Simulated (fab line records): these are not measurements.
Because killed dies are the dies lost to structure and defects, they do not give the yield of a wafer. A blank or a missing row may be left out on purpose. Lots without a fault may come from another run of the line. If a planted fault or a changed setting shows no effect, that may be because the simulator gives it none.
fab line records	flow sky130
record: lots: 6	wafers: 18	last-day: 49
route steps=708 shown FIELD_ISO@6 PAD_OPEN@708
lots that met no fault: taken from a fault-free run of the same line
start-h: start of the lot's first displayed wafer, in hours after the record's first day	wait-h: hours from the lot's prior step to this one	" unchanged from the row above	L1.1+2: a row that stands for several wafers	- no value, or no start given	* or withheld: withheld	< > ~ a bound
route shown NAME@n: a module of which the file shows steps, and the number in the route of the first	usual: the fault-free wafers' mean and standard deviation	same: alike in all rows	chamber/n: place in a boat	sites: each site's reading	_std_site: standard deviation of those values	_edge_site: outer sites' mean less inner sites'	radius-mm: how far each site lies from the wafer's centre	mask NAME#n: copy n	behind: the last tool/chamber to shape the wafer	hold: what put the lot on hold/how long, in hours/how the hold closed	device: whichever transistor did not switch (one of n, p or np)	end of line: the tests these same wafers got at the end of their route	step lacking rows: just its recipe	killed: dies that structure and defects cost at the first sort, which is not the same as the wafer's yield	map: a wafer's dies, x killed, . not, _ none there
set.NAME: the setting that was run; set.NAME@STEP: the one run at that earlier step	model.NAME: the simulator's own value behind a step, which no gauge read
lots at some steps of the route; a table a step, a row a wafer
services: a tool's chamber out of use, with start hour (start-h, from the record's first day; less than 0 if before it), hours out, and reason
== steps ==
step: SKY_FIELD_ISO_DEHYDRATE_05
recipe: temp-c: 200	time-s: 60
step: SKY_FIELD_ISO_HMDS_06
recipe: prime-time-s: 60	prime-temp-c: 120
step: SKY_FIELD_ISO_COAT_07
recipe: resist: BARC	temp-c: withheld	time-s: withheld	spin-rpm: 3000	resist-thk-nm: 60
step: SKY_FIELD_ISO_COAT_08
recipe: resist: KrF-thick	spin-rpm: 3000	resist-thk-nm: 450
step: SKY_FIELD_ISO_SOFTBAKE_09
recipe: temp-c: 100	time-s: 90	resist: KrF-thick
step: SKY_FIELD_ISO_EXPOSE_10
recipe: mask-id: FOM	na: 0.68	source-shape: annular	sigma-inner: 0.4	sigma-outer: 0.8	target-cd-nm: 150	dose-mj: 28
step: SKY_FIELD_ISO_PEB_11
recipe: peb-temp-c: withheld	peb-time-s: withheld	resist: KrF-thick
step: SKY_FIELD_ISO_DEVELOP_12
recipe: develop-time-s: 60	resist: KrF-thick	dev-temp-c: 21
step: SKY_FIELD_ISO_CD_MEAS_13
recipe: target-cd-nm: 150
usual: cd-nm: 150.1/1.6
lot.wafer	tool	chamber	start-h	wait-h	cd-nm
L246.2	cd-sem-02	-	34.27	-	147.1
L246.4	"	-	"	"	149.3
L246.6	"	-	"	"	148.8
L248.1	cd-sem-02	-	44.62	-	150.3
L248.2	"	-	"	"	152.3
L248.6	"	-	"	"	150.6
L257.2	cd-sem-01	-	92.12	-	150.6
L257.4	"	-	"	"	149.7
L257.5	"	-	"	"	151.7
L258.1	cd-sem-01	-	96.65	-	148.3
L258.3	"	-	"	"	149.1
L258.5	"	-	"	"	148.5
L259.2	cd-sem-01	-	103.02	-	150.1
L259.3	"	-	"	"	149.6
L259.5	"	-	"	"	149.8
L261.2	cd-sem-01	-	112.57	-	148.2
L261.5	"	-	"	"	151.6
L261.6	"	-	"	"	149.4
step: SKY_FIELD_ISO_ETCH_14
recipe: chemistry: N2/H2	target: BARC	ion-energy-ev: 200	source-w: 500	bias-w: 100	pressure-mtorr: 30	n2-flow-sccm: 100	h2-flow-sccm: 200	stop-on: SiO2	time-s: 45.9	target-depth-a: 600
usual: drypump-motor-current-A: 5.8/0.42	oes-product-au: 0.854/0.0046	rf-fwd-power-W: 494.9/2.3	throttle-valve-pct: 13.225/0.0092
lot.wafer	tool	chamber	start-h	wait-h	drypump-motor-current-A	oes-product-au	rf-fwd-power-W	rf-hours-counter-h	throttle-valve-pct
L246.2	rie-diel-01	1	34.37	0.1	5.6	0.857	494.6	108	13.227
L246.4	"	2	"	"	5.3	0.861	498.9	22	13.230
L246.6	"	2	"	"	5.3	0.854	497.6	-	13.222
L248.1	rie-diel-02	2	44.74	0.1	6.8	0.853	497.0	74	13.210
L248.2	"	3	"	"	5.6	0.862	495.5	99	13.215
L248.6	"	2	"	"	6.8	0.854	495.7	-	13.229
L257.2	rie-diel-04	0	92.22	0.1	5.5	0.862	490.2	25	13.223
L257.4	"	2	"	"	5.5	0.857	491.2	117	13.232
L257.5	"	1	"	"	5.7	0.855	495.7	-	13.219
L258.1	rie-diel-02	1	96.77	0.1	6.6	0.853	493.7	28	13.225
L258.3	"	3	"	"	5.6	0.858	493.7	99	13.246
L258.5	"	0	"	"	5.7	0.850	497.0	-	13.230
L259.2	rie-diel-04	3	103.12	0.1	5.6	0.858	494.3	3	13.227
L259.3	"	1	"	"	5.8	0.853	495.7	62	13.193
L259.5	"	1	"	"	5.8	0.851	495.1	-	13.227
L261.2	rie-diel-04	1	112.67	0.1	5.8	0.849	495.9	62	13.218
L261.5	"	0	"	"	5.5	0.858	490.3	-	13.236
L261.6	"	3	"	"	5.6	0.851	499.3	-	13.231
step: SKY_FIELD_ISO_ETCH_15
recipe: chemistry: CHF3/O2	target-depth-nm: 180	stop-on: Si	source-w: 600	bias-w: 200	pressure-mtorr: 40	chf3-flow-sccm: 50	O2_flow_sccm: 5	time-s: 72
usual: drypump-motor-current-A: 5.8/0.43	oes-product-au: 0.942/0.0071	rf-fwd-power-W: 595.2/2.1	throttle-valve-pct: 8.843/0.0087
lot.wafer	tool	chamber	start-h	wait-h	drypump-motor-current-A	oes-product-au	rf-fwd-power-W	rf-hours-counter-h	throttle-valve-pct
L246.2	rie-diel-01	1	34.41	0.0	5.6	0.947	600.1	108	8.834
L246.4	"	2	"	"	5.2	0.947	596.8	22	8.848
L246.6	"	2	"	"	5.3	0.929	597.2	-	8.825
L248.1	rie-diel-02	2	44.79	0.0	6.7	0.938	595.8	74	8.839
L248.2	"	3	"	"	5.6	0.941	592.0	99	8.838
L248.6	"	2	"	"	6.7	0.931	594.4	-	8.844
L257.2	rie-diel-04	0	92.27	0.0	5.5	0.939	594.0	25	8.845
L257.4	"	2	"	"	5.5	0.946	595.0	117	8.852
L257.5	"	1	"	"	5.8	0.946	594.9	-	8.850
L258.1	rie-diel-02	1	96.81	0.0	6.6	0.943	594.5	28	8.854
L258.3	"	3	"	"	5.6	0.953	594.0	99	8.836
L258.5	"	0	"	"	5.7	0.944	594.1	-	8.829
L259.2	rie-diel-04	3	103.17	0.0	5.7	0.952	594.3	3	8.837
L259.3	"	1	"	"	5.8	0.949	597.4	62	8.840
L259.5	"	1	"	"	5.8	0.949	598.6	-	8.857
L261.2	rie-diel-04	1	112.71	0.0	5.7	0.936	597.4	62	8.855
L261.5	"	0	"	"	5.5	0.938	592.5	-	8.847
L261.6	"	3	"	"	5.7	0.939	596.2	-	8.842
step: SKY_FIELD_ISO_STRIP_16
recipe: chemistry: O2/N2	power-w: 1419	pressure-mtorr: 1500	platen-temp-c: withheld	o2-flow-sccm: 3000	n2-flow-sccm: 300	overash-fraction: 0.5
usual: drypump-motor-current-A: 5.6/0.34	oes-product-au: 0.377/0.0043	strip-time-to-endpoint-s: 3.49/0.035
same: overash-fraction: 0.5
lot.wafer	tool	chamber	start-h	wait-h	drypump-motor-current-A	oes-product-au	rf-hours-counter-h	strip-time-to-endpoint-s
L246.2	plasma-asher-01	0	34.47	0.0	5.0	0.378	34	3.56
L246.4	"	1	"	"	5.7	0.378	-	3.53
L246.6	"	1	"	"	5.7	0.386	-	3.49
L248.1	plasma-asher-03	1	44.84	0.0	5.6	0.379	22	3.48
L248.2	"	0	"	"	5.7	0.372	22	3.51
L248.6	"	1	"	"	5.6	0.377	-	3.50
L257.2	plasma-asher-01	1	92.32	0.0	5.7	0.374	40	3.53
L257.4	"	0	"	"	5.0	0.379	-	3.48
L257.5	"	1	"	"	5.7	0.388	-	3.48
L258.1	plasma-asher-03	1	96.87	0.0	5.6	0.384	27	3.53
L258.3	"	0	"	"	5.7	0.379	-	3.50
L258.5	"	1	"	"	5.6	0.374	-	3.51
L259.2	plasma-asher-03	0	103.22	0.0	5.7	0.380	27	3.45
L259.3	"	1	"	"	5.6	0.388	-	3.49
L259.5	"	1	"	"	5.6	0.375	-	3.49
L261.2	plasma-asher-01	1	112.77	0.0	5.7	0.370	42	3.52
L261.5	"	0	"	"	5.0	0.379	-	3.52
L261.6	"	1	"	"	5.7	0.386	-	3.49
step: SKY_FIELD_ISO_ETCH_17
recipe: target-depth-a: 3420	mask-material: Si3N4	chemistry: HBr/Cl2/O2	target: Si	taper-deg: 5	icp-w: 600	bias-w: 150	pressure-mtorr: 15	HBr_flow_sccm: 150	Cl2_flow_sccm: 40	O2_flow_sccm: 6	time-s: 97.7
usual: drypump-motor-current-A: 5.6/0.5	oes-product-au: 1.001/0.0092	rf-fwd-power-W: 596.5/2	throttle-valve-pct: 25.656/0.01
lot.wafer	tool	chamber	start-h	wait-h	drypump-motor-current-A	oes-product-au	rf-fwd-power-W	rf-hours-counter-h	throttle-valve-pct	model.FIELD_ISO.feature-depth-nm	model.etch.depth-nm	model.Si3N4_of_FIELD_ISO_CVD_03.thk-nm
L246.2	rie-si-02	1	34.57	0.1	6.1	0.989	598.9	31	25.653	339.6	339.6	149.7
L246.4	"	0	"	"	6.3	0.995	595.9	103	25.672	336.7	336.7	148.6
L246.6	"	0	"	"	6.3	0.987	597.5	-	25.670	333.7	333.7	146.9
L248.1	rie-si-01	2	44.94	0.1	5.9	1.005	600.0	3	25.658	345.7	345.7	146.4
L248.2	"	3	"	"	5.7	1.007	594.4	36	25.644	348.2	348.2	146.7
L248.6	"	0	"	"	5.4	1.000	597.1	-	25.649	347.9	347.9	145.9
L257.2	rie-si-02	0	92.42	0.1	6.2	0.985	598.0	103	25.653	336.2	336.2	147.8
L257.4	"	2	"	"	5.0	0.999	600.3	56	25.664	341.5	341.5	147.8
L257.5	"	2	"	"	4.9	0.995	598.7	-	25.661	341.6	341.6	149.4
L258.1	rie-si-02	0	96.97	0.1	6.2	0.991	598.1	103	25.658	334.4	334.4	152.1
L258.3	"	3	"	"	5.0	1.416	595.2	130	25.397	561.4	561.4	140.5
L258.5	"	1	"	"	6.1	0.996	594.4	-	25.660	341.3	341.3	151.1
L259.2	rie-si-02	1	103.32	0.1	6.1	1.009	597.2	31	25.651	345.5	345.5	149.2
L259.3	"	0	"	"	6.3	0.999	599.4	104	25.665	339.2	339.2	150.6
L259.5	"	3	"	"	5.0	1.412	598.2	-	25.402	557.5	557.5	141.2
L261.2	rie-si-01	3	112.87	0.1	5.7	0.995	592.6	37	25.657	341.9	341.9	147.9
L261.5	"	0	"	"	5.4	1.014	593.5	-	25.669	344.6	344.6	147
L261.6	"	1	"	"	5.8	1.001	592.5	-	25.669	343.4	343.4	148.6
step: SKY_FIELD_ISO_WET_ETCH_18
recipe: chemistry: H3PO4	target-depth-nm: 25	temp-c: 160	target: Si3N4	time-s: 286
step: SKY_FIELD_ISO_CLEAN_19
recipe: chemistry: SC1/SC2	mix: 1:4:20	temp-c: 70	time-s: 150
step: SKY_FIELD_ISO_CLEAN_20
recipe: chemistry: dHF	time-s: 19.36	dilution: 100:1
step: SKY_FIELD_ISO_WET_ETCH_21
recipe: chemistry: dHF	dilution: 100:1	target-depth-nm: 20	dry: ipa-marangoni	target: SiO2	temp-c: 25	time-s: 400
step: SKY_FIELD_ISO_OXIDATION_22
recipe: temp-c: 950	ambient: O2	stabilise-s: 600	purge-s: 300	target-thk-a: 100	ox-time-s: 623
step: SKY_FIELD_ISO_THK_MEAS_23
recipe: reads: SiO2_of_FIELD_ISO_OXIDATION_22
usual: FIELD_ISO_OXIDATION_01_THK: 9.93/0.22
lot.wafer	tool	chamber	start-h	wait-h	FIELD_ISO_OXIDATION_01_THK[nm]
L246.2	film-metro-02	-	39.18	0.0	10.19
L246.4	"	-	"	"	10.18
L246.6	"	-	"	"	10.22
L248.1	film-metro-02	-	48.41	0.0	9.70
L248.2	"	-	"	"	9.81
L248.6	"	-	"	"	9.75
L257.2	film-metro-03	-	96.60	0.0	10.27
L257.4	"	-	"	"	10.30
L257.5	"	-	"	"	10.24
L258.1	film-metro-03	-	101.03	0.0	9.90
L258.3	"	-	"	"	9.99
L258.5	"	-	"	"	9.88
L259.2	film-metro-01	-	106.19	0.0	9.69
L259.3	"	-	"	"	9.86
L259.5	"	-	"	"	9.70
L261.2	film-metro-02	-	114.55	0.0	9.87
L261.5	"	-	"	"	9.98
L261.6	"	-	"	"	9.94
step: SKY_FIELD_ISO_CVD_24
recipe: material: SiO2	target-thk-nm: 595	temp-c: 650	sigma-open-frac: 0.3	time-s: 99.2	sih4-flow-sccm: 60	pressure-mtorr: 6
step: SKY_FIELD_ISO_THK_MEAS_25
recipe: reads: SiO2_of_FIELD_ISO_CVD_24
usual: FIELD_ISO_CVD_24_THK: 597/5.7
lot.wafer	tool	chamber	start-h	wait-h	FIELD_ISO_CVD_24_THK[nm]
L246.2	film-metro-01	-	39.31	0.0	584
L246.4	"	-	"	"	595
L246.6	"	-	"	"	594
L248.1	film-metro-01	-	48.54	0.0	603
L248.2	"	-	"	"	594
L248.6	"	-	"	"	604
L257.2	film-metro-01	-	96.74	0.0	605
L257.4	"	-	"	"	603
L257.5	"	-	"	"	604
L258.1	film-metro-01	-	101.17	0.0	587
L258.3	"	-	"	"	591
L258.5	"	-	"	"	587
L259.2	film-metro-03	-	106.32	0.0	600
L259.3	"	-	"	"	605
L259.5	"	-	"	"	604
L261.2	film-metro-03	-	114.68	0.0	596
L261.5	"	-	"	"	593
L261.6	"	-	"	"	595
step: SKY_FIELD_ISO_ANNEAL_26
recipe: temp-c: 1000	time-s: 1800	ambient: N2
step: SKY_FIELD_ISO_CMP_27
recipe: stop-on: Si3N4	t-overpolish-s: 16	down-force-psi: 4	platen-rpm: 60	target-thk-nm: 457.8	pad-velocity-m-s: 0.94248
usual: motor-current-A: 12.3/1.3
lot.wafer	tool	chamber	start-h	wait-h	motor-current-A
L246.2	cmp-01	3	42.08	0.0	11.5
L246.4	"	0	"	"	14.7
L246.6	"	0	"	"	14.1
L248.1	cmp-02	3	51.44	0.0	10.8
L248.2	"	2	"	"	11.8
L248.6	"	3	"	"	11.6
L257.2	cmp-02	3	100.74	0.1	11.2
L257.4	"	0	"	"	12.6
L257.5	"	2	"	"	11.5
L258.1	cmp-01	2	103.78	0.0	11.5
L258.3	"	3	"	"	11.2
L258.5	"	3	"	"	11.6
L259.3	cmp-02	3	109.24	0.1	11.5
L259.2	"	1	"	"	13.5
L259.5	"	3	"	"	10.5
L261.2	cmp-02	1	116.33	0.1	12.7
L261.6	"	3	"	"	10.4
L261.5	"	0	"	"	12.8
step: SKY_FIELD_ISO_WET_ETCH_28
recipe: chemistry: dHF	target-depth-nm: 23.7	target: SiO2	dilution: 10:1	temp-c: 25	time-s: 47
lot.wafer	tool	chamber	start-h	wait-h	model.Si3N4_of_FIELD_ISO_CVD_03.thk-nm
L246.2	wet-bench-03	2	42.38	0.2	118.8
L246.4	"	2	"	"	117.8
L246.6	"	2	"	"	115.9
L248.1	wet-bench-04	0	51.74	0.2	115.8
L248.2	"	0	"	"	116.1
L248.6	"	0	"	"	115.3
L257.2	wet-bench-02	1	100.99	0.2	116.6
L257.4	"	1	"	"	116.3
L257.5	"	1	"	"	118
L258.1	wet-bench-02	3	104.08	0.2	121.4
L258.3	"	3	"	"	109.8
L258.5	"	3	"	"	120.4
L259.2	wet-bench-03	2	109.49	0.1	118.2
L259.3	"	2	"	"	119.7
L259.5	"	2	"	"	110.2
L261.2	wet-bench-04	0	116.53	0.1	117
L261.5	"	0	"	"	115.9
L261.6	"	0	"	"	117.6
step: SKY_FIELD_ISO_WET_ETCH_29
recipe: chemistry: H3PO4	target-depth-nm: 160	target: Si3N4	temp-c: 160	time-s: 1825
step: SKY_PAD_OPEN_PROBE_99
usual: killed_at_M0_to_M3: 43/7.5	killed_at_M4_up: 3.2/1.9	killed-at-contacts: 24/5.6	killed-at-front-end: 15/4.8	killed-at-other: 0.2/0.54	killed-dies: 86/11	killed-open: 47/7.6	killed-short: 39/7.1
same: gross-dies: 492	killed-at-back-side: 0
lot.wafer	tool	chamber	start-h	wait-h	killed_at_M0_to_M3	killed_at_M4_up	killed-at-contacts	killed-at-front-end	killed-at-other	killed-dies	killed-open	killed-short
L246.2	prober-02	-	1106.84	0.1	34	8	16	14	0	72	42	30
L246.4	prober-02	-	1106.94	0.2	41	1	27	11	0	80	42	38
L246.6	prober-02	-	1107.04	0.2	51	4	32	18	0	105	60	45
L248.1	prober-02	-	1118.55	0.1	46	2	33	13	0	94	55	39
L248.2	prober-02	-	1118.60	0.1	47	5	19	14	0	85	46	39
L248.6	prober-02	-	1118.80	0.2	39	6	31	17	1	94	54	40
L257.2	prober-01	-	1174.47	0.1	39	2	31	8	0	80	49	31
L257.4	prober-01	-	1174.57	0.2	43	3	34	20	0	100	54	46
L257.5	prober-01	-	1174.62	0.2	57	2	25	10	1	95	55	40
killed by level:class
L246.2 VIA1:geometric-particle:open=12 CONTACT:geometric-particle:open=8 POLY_GATE:geometric-particle:open=5 METAL4:geometric-particle:short=5 VIA1:geometric-particle:short=4 METAL2:geometric-particle:short=4 POLY_GATE:geometric-particle:short=3 METAL3:geometric-particle:short=3
L246.4 CONTACT:geometric-particle:open=9 VIA1:geometric-particle:open=8 METAL1:geometric-particle:short=6 LI_CONTACT:geometric-particle:open=5 CONTACT:geometric-particle:short=5 VIA3:geometric-particle:short=5 VIA2:geometric-particle:open=5 FIELD_ISO:geometric-particle:short=4
L246.6 CONTACT:geometric-particle:open=11 VIA1:geometric-particle:open=11 LOCAL_INTERCONNECT:geometric-particle:short=10 VIA3:geometric-particle:open=9 VIA2:geometric-particle:open=8 LI_CONTACT:geometric-particle:open=7 FIELD_ISO:geometric-particle:short=5 METAL2:geometric-particle:short=5
L248.1 CONTACT:geometric-particle:open=15 VIA1:geometric-particle:open=10 VIA2:geometric-particle:open=8 LI_CONTACT:geometric-particle:open=7 CONTACT:geometric-particle:short=7 METAL2:geometric-particle:short=6 METAL1:geometric-particle:short=6 FIELD_ISO:geometric-particle:short=4
L248.2 VIA2:geometric-particle:open=10 CONTACT:geometric-particle:open=8 VIA1:geometric-particle:open=8 VIA1:geometric-particle:short=7 FIELD_ISO:geometric-particle:open=5 METAL2:geometric-particle:short=5 METAL3:geometric-particle:short=5 VIA3:geometric-particle:open=4
L248.6 LI_CONTACT:geometric-particle:open=11 VIA1:geometric-particle:open=9 CONTACT:geometric-particle:open=9 VIA3:geometric-particle:open=7 METAL4:geometric-particle:short=6 FIELD_ISO:geometric-particle:open=4 VIA2:geometric-particle:open=4 CONTACT:geometric-particle:short=4
L257.2 CONTACT:geometric-particle:open=13 VIA1:geometric-particle:open=13 CONTACT:geometric-particle:short=9 LI_CONTACT:geometric-particle:open=6 VIA3:geometric-particle:open=5 VIA2:geometric-particle:open=4 VIA1:geometric-particle:short=4 METAL2:geometric-particle:short=3
L257.4 CONTACT:geometric-particle:open=20 VIA1:geometric-particle:short=10 VIA1:geometric-particle:open=8 METAL2:geometric-particle:short=8 VIA2:geometric-particle:open=7 FIELD_ISO:geometric-particle:open=5 LI_CONTACT:geometric-particle:open=5 FIELD_ISO:geometric-particle:short=4
L257.5 VIA1:geometric-particle:open=12 VIA1:geometric-particle:short=10 VIA3:geometric-particle:open=9 VIA2:geometric-particle:open=8 CONTACT:geometric-particle:open=8 METAL2:geometric-particle:short=7 LI_CONTACT:geometric-particle:open=5 CONTACT:geometric-particle:short=5
== services ==
tool	chamber	start-h	hours	kind
rie-diel-02	-	17.64	14.6	pm
plasma-asher-01	-	47.06	0.3	repair
cmp-02	-	54.21	5.4	pm
cmp-01	-	64.00	4.0	pm
plasma-asher-03	-	66.24	0.5	repair
cmp-01	-	68.00	-	consumable-replace:conditioner
cmp-01	-	68.00	-	consumable-replace:pad
rie-si-01	0	69.36	-	clean
rie-si-01	0	69.36	18.7	scheduled-down
rie-si-01	0	69.36	18.7	vent-cycle
rie-diel-02	3	74.78	3.2	repair
rie-si-01	3	78.85	3.5	repair
rie-diel-01	0	87.94	51.5	repair
plasma-asher-03	-	89.54	1.5	repair
rie-si-01	2	92.46	11.7	repair
rie-diel-04	3	114.64	26.2	repair
== key ==
first-sign: step: SKY_FIELD_ISO_ETCH_17	reading: oes-product-au	direction: up	sigmas: 45	usual: 1.001	struck: 1.414
effect: step: SKY_FIELD_ISO_ETCH_17	reading: throttle-valve-pct	direction: down	sigmas: 25	usual: 25.656	struck: 25.400
model-effect: step: SKY_FIELD_ISO_ETCH_17	value: FIELD_ISO.feature-depth-nm	without: 350	struck: 559.5
model-effect: step: SKY_FIELD_ISO_WET_ETCH_28	value: Si3N4_of_FIELD_ISO_CVD_03.thk-nm	without: 119.2	struck: 110
met-at SKY_FIELD_ISO_ETCH_17
struck-wafers L258.3,L259.5
tester-left-out L258,L259
fault: kind: process-parameter-drift	tool: rie-si-02	chamber: 3	onset-h: 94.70	steps: SKY_FIELD_ISO_ETCH_17	channel: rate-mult	offset: 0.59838	shape: step	end-h: 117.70
tester-left-out: of these lots the tester's yield and bins aren't shown, on N5 and GAA mostly nor the transistor test; their killed dies are dies lost to structure and defects alone, not to doping, threshold or leakage, so they don't give the yield
